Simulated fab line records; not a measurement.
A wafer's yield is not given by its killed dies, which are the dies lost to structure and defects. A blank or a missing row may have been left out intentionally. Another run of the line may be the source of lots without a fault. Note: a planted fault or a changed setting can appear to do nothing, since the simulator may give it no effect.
Commonality check across tools || flow gf180mcu || 13 lots, 45 wafers sampled

## WHAT PROMPTED THE OPENING
2 of 13 lots carry a flag on the reading V2_OVL at GF_V2_OVL_MEAS_15. No-fault wafers: 1 nm, standard deviation 5.5.
Rule: a lot gets a flag if all its wafers with a number sit over 4 standard deviations from that mean, or if no wafer of it has a number. The other lots count as sound.

{"lot": "L579", "measured": "day 20 10:34", "on": "overlay-01", "V2_OVL (nm), wafer by wafer": "5 6 6", "flag": ""}
{"lot": "L581", "measured": "day 21 10:50", "on": "overlay-02", "V2_OVL (nm), wafer by wafer": "2 3 7", "flag": ""}
{"lot": "L582", "measured": "day 21 20:13", "on": "overlay-01", "V2_OVL (nm), wafer by wafer": "-6 -1 -6", "flag": ""}
{"lot": "L583", "measured": "day 22 00:19", "on": "overlay-01", "V2_OVL (nm), wafer by wafer": "2 5 -3", "flag": ""}
{"lot": "L586", "measured": "day 23 04:46", "on": "overlay-02", "V2_OVL (nm), wafer by wafer": "-6 -1 -3", "flag": ""}
{"lot": "L587", "measured": "day 23 08:41", "on": "overlay-02", "V2_OVL (nm), wafer by wafer": "3 2 0", "flag": ""}
{"lot": "L588", "measured": "day 23 23:40", "on": "overlay-02", "V2_OVL (nm), wafer by wafer": "52 56 52 51 56 49", "flag": "FLAGGED"}
{"lot": "L589", "measured": "day 24 04:52", "on": "overlay-01", "V2_OVL (nm), wafer by wafer": "2 4 3", "flag": ""}
{"lot": "L590", "measured": "day 24 13:02", "on": "overlay-02", "V2_OVL (nm), wafer by wafer": "50 44 42 50 41 42", "flag": "FLAGGED"}
{"lot": "L593", "measured": "day 25 10:07", "on": "overlay-02", "V2_OVL (nm), wafer by wafer": "-8 -1 -11", "flag": ""}
{"lot": "L597", "measured": "day 26 18:52", "on": "overlay-01", "V2_OVL (nm), wafer by wafer": "-4 -3 -2", "flag": ""}
{"lot": "L599", "measured": "day 27 07:07", "on": "overlay-01", "V2_OVL (nm), wafer by wafer": "5 6 3", "flag": ""}
{"lot": "L601", "measured": "day 27 21:34", "on": "overlay-01", "V2_OVL (nm), wafer by wafer": "3 0 -1", "flag": ""}
Average over the flagged lots: 49 nm; offset from the usual +48 nm, equal to +9 standard deviations.

## TOOL THAT RAN EACH LOT
The record holds 1 process step before the reading, out of a route of 602 steps. Every cell lists first the tool, next ch and the chambers used by the sampled wafers, and last the start.
{"lot": "L579", "flag": "", "GF_V2_EXPOSE_11": "krf-scanner-01 ch 0, day 19 22:19"}
{"lot": "L581", "flag": "", "GF_V2_EXPOSE_11": "krf-scanner-01 ch 0, day 20 22:52"}
{"lot": "L582", "flag": "", "GF_V2_EXPOSE_11": "krf-scanner-02 ch 0, day 21 08:16"}
{"lot": "L583", "flag": "", "GF_V2_EXPOSE_11": "krf-scanner-01 ch 0, day 21 12:27"}
{"lot": "L586", "flag": "", "GF_V2_EXPOSE_11": "krf-scanner-01 ch 0, day 22 17:43"}
{"lot": "L587", "flag": "", "GF_V2_EXPOSE_11": "krf-scanner-01 ch 0, day 22 21:23"}
{"lot": "L588", "flag": "FLAGGED", "GF_V2_EXPOSE_11": "krf-scanner-02 ch 0, day 23 12:37"}
{"lot": "L589", "flag": "", "GF_V2_EXPOSE_11": "krf-scanner-01 ch 0, day 23 17:52"}
{"lot": "L590", "flag": "FLAGGED", "GF_V2_EXPOSE_11": "krf-scanner-02 ch 0, day 24 02:05"}
{"lot": "L593", "flag": "", "GF_V2_EXPOSE_11": "krf-scanner-01 ch 0, day 24 23:22"}
{"lot": "L597", "flag": "", "GF_V2_EXPOSE_11": "krf-scanner-01 ch 0, day 26 08:30"}
{"lot": "L599", "flag": "", "GF_V2_EXPOSE_11": "krf-scanner-01 ch 0, day 26 20:43"}
{"lot": "L601", "flag": "", "GF_V2_EXPOSE_11": "krf-scanner-01 ch 0, day 27 11:44"}
What is done by these steps:
- GF_V2_EXPOSE_11: exposes mask Via2, target cd 260 nm.
- GF_V2_OVL_MEAS_15

## FLAGGED AGAINST TOTAL, ONE TOOL AT A TIME (gauges that did the reading follow at the end)
{"step": "GF_V2_EXPOSE_11", "tool": "krf-scanner-01", "lots run": 10, "flagged": 0, "share of the flagged lots": "none", "sound lots run after its first flagged lot": "-"}
{"step": "GF_V2_EXPOSE_11", "tool": "krf-scanner-02", "lots run": 3, "flagged": 2, "share of the flagged lots": "all", "sound lots run after its first flagged lot": 0}
{"step": "GF_V2_OVL_MEAS_15", "tool": "overlay-01", "lots run": 7, "flagged": 0, "share of the flagged lots": "none", "sound lots run after its first flagged lot": "-"}
{"step": "GF_V2_OVL_MEAS_15", "tool": "overlay-02", "lots run": 6, "flagged": 2, "share of the flagged lots": "all", "sound lots run after its first flagged lot": "1 (L593)"}

## WHAT THE TABLE ALLOWS
Rows of the table that ran all the flagged lots, 2 in number: krf-scanner-02 at GF_V2_EXPOSE_11; overlay-02 at GF_V2_OVL_MEAS_15.
- krf-scanner-02 at GF_V2_EXPOSE_11 ran 3 lots, 2 of them flagged. Last sound lot L582 at day 21 08:16, first flagged lot L588 at day 23 12:37; a fault beginning in between fits.
- overlay-02 at GF_V2_OVL_MEAS_15 ran 6 lots, 2 of them flagged. Sound lots followed the first flagged one (L593) on it, something a lasting fault affecting the whole tool could not allow.
One tool is left: krf-scanner-02 at GF_V2_EXPOSE_11.

## WHAT THE SIMULATOR HAD PUT IN
Scanner matching overlay: krf-scanner-02, from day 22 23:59 on, at GF_V2_EXPOSE_11. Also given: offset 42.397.
Struck lots among those shown: L588, L590. The same result came from the rule above.
